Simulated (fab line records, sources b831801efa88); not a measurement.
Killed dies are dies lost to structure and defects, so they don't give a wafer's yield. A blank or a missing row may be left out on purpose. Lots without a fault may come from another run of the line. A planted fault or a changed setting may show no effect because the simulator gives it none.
Which tool did it? | flow gf180mcu | 11 lots, 33 wafers sampled, at 6 steps of a route of 602

WHAT THE GAUGES READ, wafer by wafer
GF_V5_BOW_MEAS_05. Usual: V5_BOW 130 um, standard deviation 9.5.
lot  | measured     | on            | V5_BOW (um) | flag
L592 | day 26 13:14 | film_metro-03 | 120 123 133 |
L593 | day 26 16:02 | film_metro-01 | 131 121 126 |
L594 | day 27 06:54 | film_metro-03 | 134 131 138 |
L601 | day 29 08:10 | film_metro-02 | 123 112 126 |
L602 | day 29 18:16 | film_metro-01 | 144 131 132 |
L603 | day 29 22:31 | film_metro-02 | 134 127 139 |
L606 | day 30 19:35 | film_metro-03 | 137 123 133 |
L607 | day 31 03:13 | film_metro-02 | 128 138 118 |
L608 | day 31 07:33 | film_metro-02 | 145 158 166 |
L612 | day 32 08:59 | film_metro-01 | 125 120 161 |
L615 | day 32 23:57 | film_metro-02 | 143 150 143 |

WHICH TOOL RAN EACH LOT (tool, then ch and the chambers of the sampled wafers, then the start)
lot  | GF_MIM_SPUTTER_02            | GF_MIM_SPUTTER_03            | GF_MIM_SPUTTER_09            | GF_MIM_STRIP_20                      | GF_M5_METAL_ETCH_10
L592 | pvd_sputter-04, day 24 15:47 | pvd_sputter-04, day 24 15:49 | pvd_sputter-02, day 24 16:02 | plasma_asher-03 ch 0,1, day 25 13:49 | rie_metal-01 ch 0,1, day 26 11:40
L593 | pvd_sputter-04, day 24 19:33 | pvd_sputter-04, day 24 19:35 | pvd_sputter-01, day 24 19:48 | plasma_asher-02 ch 0, day 25 17:23   | rie_metal-01 ch 0,1, day 26 14:26
L594 | pvd_sputter-01, day 25 11:16 | pvd_sputter-01, day 25 11:18 | pvd_sputter-02, day 25 11:31 | plasma_asher-03 ch 0,1, day 26 09:02 | rie_metal-01 ch 0,1, day 27 05:40
L601 | pvd_sputter-01, day 27 14:28 | pvd_sputter-01, day 27 14:29 | pvd_sputter-04, day 27 14:43 | plasma_asher-04 ch 0,1, day 28 10:58 | rie_metal-02 ch 1, day 29 06:53
L602 | pvd_sputter-01, day 28 00:41 | pvd_sputter-01, day 28 00:43 | pvd_sputter-02, day 28 00:56 | plasma_asher-04 ch 0,1, day 28 21:12 | rie_metal-04 ch 0,1, day 29 16:59
L603 | pvd_sputter-04, day 28 05:47 | pvd_sputter-04, day 28 05:49 | pvd_sputter-02, day 28 06:02 | plasma_asher-04 ch 1, day 29 01:19   | rie_metal-04 ch 0,1, day 29 21:17
L606 | pvd_sputter-01, day 29 03:40 | pvd_sputter-01, day 29 03:41 | pvd_sputter-02, day 29 03:55 | plasma_asher-03 ch 1, day 29 22:50   | rie_metal-02 ch 1, day 30 18:16
L607 | pvd_sputter-04, day 29 13:08 | pvd_sputter-04, day 29 13:10 | pvd_sputter-02, day 29 13:23 | plasma_asher-03 ch 0,1, day 30 07:11 | rie_metal-02 ch 1, day 31 01:55
L608 | pvd_sputter-04, day 29 16:14 | pvd_sputter-04, day 29 16:16 | pvd_sputter-01, day 29 16:29 | plasma_asher-03 ch 0,1, day 30 11:25 | rie_metal-02 ch 0,1, day 31 06:20
L612 | pvd_sputter-04, day 30 19:46 | pvd_sputter-04, day 30 19:47 | pvd_sputter-02, day 30 20:01 | plasma_asher-03 ch 0,1, day 31 14:06 | rie_metal-04 ch 0,1, day 32 07:47
L615 | pvd_sputter-01, day 31 12:40 | pvd_sputter-01, day 31 12:41 | pvd_sputter-04, day 31 12:55 | plasma_asher-02 ch 0,1, day 32 05:17 | rie_metal-01 ch 0,1, day 32 22:44
- GF_MIM_SPUTTER_02: material AlCu, target thk 450 nm, time 23.9 s.
- GF_MIM_SPUTTER_03: material Ti, target thk 10 nm, time 6.7 s.
- GF_MIM_SPUTTER_09: material TiN, target thk 35 nm, time 29.2 s.
- GF_MIM_STRIP_20: strips in O2/N2.
- GF_M5_METAL_ETCH_10: etches the open film in Cl2/BCl3, stops on SiO2, target depth 627.5 nm, time 104.6 s.

WHAT THE TOOLS THEMSELVES READ (means of the sampled wafers that have a number; where no wafer has one, the mark that the record gives instead)
GF_MIM_SPUTTER_02. Usual: throttle_valve_pct 29.6 %, standard deviation 0.99.
lot  | tool           | throttle_valve_pct (%) | flag
L592 | pvd_sputter-04 | 29.1                   |
L593 | pvd_sputter-04 | 29.1                   |
L594 | pvd_sputter-01 | 29.3                   |
L601 | pvd_sputter-01 | 29.3                   |
L602 | pvd_sputter-01 | 29.1                   |
L603 | pvd_sputter-04 | 29.3                   |
L606 | pvd_sputter-01 | 29.9                   |
L607 | pvd_sputter-04 | 29.2                   |
L608 | pvd_sputter-04 | 29.1                   |
L612 | pvd_sputter-04 | 30.6                   |
L615 | pvd_sputter-01 | 29.4                   |

GF_MIM_SPUTTER_03. Usual: substrate_temp_c 300.01 C, standard deviation 0.2; throttle_valve_pct 29.6 %, standard deviation 1.
lot  | tool           | substrate_temp_c (C) | throttle_valve_pct (%) | flag
L592 | pvd_sputter-04 | 299.98               | 29.0                   |
L593 | pvd_sputter-04 | 300.06               | 29.1                   |
L594 | pvd_sputter-01 | 300.07               | 29.3                   |
L601 | pvd_sputter-01 | 299.78               | 29.2                   |
L602 | pvd_sputter-01 | 300.02               | 29.0                   |
L603 | pvd_sputter-04 | 300.16               | 29.2                   |
L606 | pvd_sputter-01 | 300.05               | 29.8                   |
L607 | pvd_sputter-04 | 300.03               | 29.3                   |
L608 | pvd_sputter-04 | 299.96               | 29.0                   |
L612 | pvd_sputter-04 | 300.18               | 30.8                   |
L615 | pvd_sputter-01 | 299.93               | 29.1                   |

GF_MIM_SPUTTER_09. Usual: throttle_valve_pct 29.9 %, standard deviation 0.97.
lot  | tool           | throttle_valve_pct (%) | flag
L592 | pvd_sputter-02 | 30.5                   |
L593 | pvd_sputter-01 | 30.1                   |
L594 | pvd_sputter-02 | 30.6                   |
L601 | pvd_sputter-04 | 30.1                   |
L602 | pvd_sputter-02 | 30.2                   |
L603 | pvd_sputter-02 | 30.7                   |
L606 | pvd_sputter-02 | 30.9                   |
L607 | pvd_sputter-02 | 30.6                   |
L608 | pvd_sputter-01 | 29.1                   |
L612 | pvd_sputter-02 | 30.2                   |
L615 | pvd_sputter-04 | 29.4                   |

GF_MIM_STRIP_20. Usual: drypump_motor_current_A 5.7 A, standard deviation 0.45; heater_power_w 337 W, standard deviation 30; oes_product_au 0.691 a.u., standard deviation 0.0051; strip_time_to_endpoint_s 11.21 s, standard deviation 0.035.
lot  | tool            | drypump_motor_current_A (A) | heater_power_w (W) | oes_product_au (a.u.) | strip_time_to_endpoint_s (s) | flag
L592 | plasma_asher-03 | 6.0                         | 356                | 0.691                 | 11.24                        |
L593 | plasma_asher-02 | 4.9                         | 364                | 0.687                 | 11.16                        |
L594 | plasma_asher-03 | 5.9                         | 358                | 0.687                 | 11.24                        |
L601 | plasma_asher-04 | 5.6                         | 297                | 0.688                 | 11.24                        |
L602 | plasma_asher-04 | 5.6                         | 292                | 0.695                 | 11.23                        |
L603 | plasma_asher-04 | 5.2                         | 322                | 0.692                 | 11.16                        |
L606 | plasma_asher-03 | 6.2                         | 367                | 0.687                 | 11.22                        |
L607 | plasma_asher-03 | 6.0                         | 367                | 0.697                 | 11.20                        |
L608 | plasma_asher-03 | 6.1                         | 361                | 0.691                 | 11.24                        |
L612 | plasma_asher-03 | 5.9                         | 361                | 0.693                 | 11.23                        |
L615 | plasma_asher-02 | 5.6                         | 323                | 0.691                 | 11.22                        |

GF_M5_METAL_ETCH_10. Usual: drypump_motor_current_A 5.7 A, standard deviation 0.67; oes_product_au 0.974 a.u., standard deviation 0.0065; throttle_valve_pct 28.249 %, standard deviation 0.0097.
lot  | tool         | drypump_motor_current_A (A) | oes_product_au (a.u.) | throttle_valve_pct (%) | flag
L592 | rie_metal-01 | 6.1                         | 0.969                 | 28.251                 |
L593 | rie_metal-01 | 6.5                         | 0.967                 | 28.254                 |
L594 | rie_metal-01 | 6.5                         | 0.973                 | 28.250                 |
L601 | rie_metal-02 | 5.2                         | 0.976                 | 28.229                 |
L602 | rie_metal-04 | 5.7                         | 0.974                 | 28.247                 |
L603 | rie_metal-04 | 6.2                         | 0.970                 | 28.264                 |
L606 | rie_metal-02 | 5.3                         | 0.985                 | 28.245                 |
L607 | rie_metal-02 | 5.2                         | 0.869                 | 28.359                 | OFF
L608 | rie_metal-02 | 5.2                         | 0.768                 | 28.476                 | OFF
L612 | rie_metal-04 | 5.7                         | 0.872                 | 28.353                 | OFF
L615 | rie_metal-01 | 6.1                         | 0.972                 | 28.251                 |

THE ANSWER, worked out from the rows above alone
Rule: a lot is off if the mean of its wafers that have a number lies more than 3 standard deviations from the usual mean. A lot without any number at a reading at which 4 lots or more have one is off too. The other lots that the step has rows for count as sound. The gauges are gone through in route order, then the tools' own readings, and for those a lot's mean is taken as printed above. The first step at which some lot is off is used, and at that step the reading that is off furthest; a lot without a number counts as furthest.
Off: L607, L608, L612, at GF_M5_METAL_ETCH_10 (oes_product_au).
A tool fits if, at that step or a process step before it, it ran every lot that is off, and no sound lot after the first of them. Can't be told from this: 2 tools fit, pvd_sputter-04 at GF_MIM_SPUTTER_02 and GF_MIM_SPUTTER_03, plasma_asher-03 at GF_MIM_STRIP_20.

WHAT THE SIMULATOR HAD PUT IN
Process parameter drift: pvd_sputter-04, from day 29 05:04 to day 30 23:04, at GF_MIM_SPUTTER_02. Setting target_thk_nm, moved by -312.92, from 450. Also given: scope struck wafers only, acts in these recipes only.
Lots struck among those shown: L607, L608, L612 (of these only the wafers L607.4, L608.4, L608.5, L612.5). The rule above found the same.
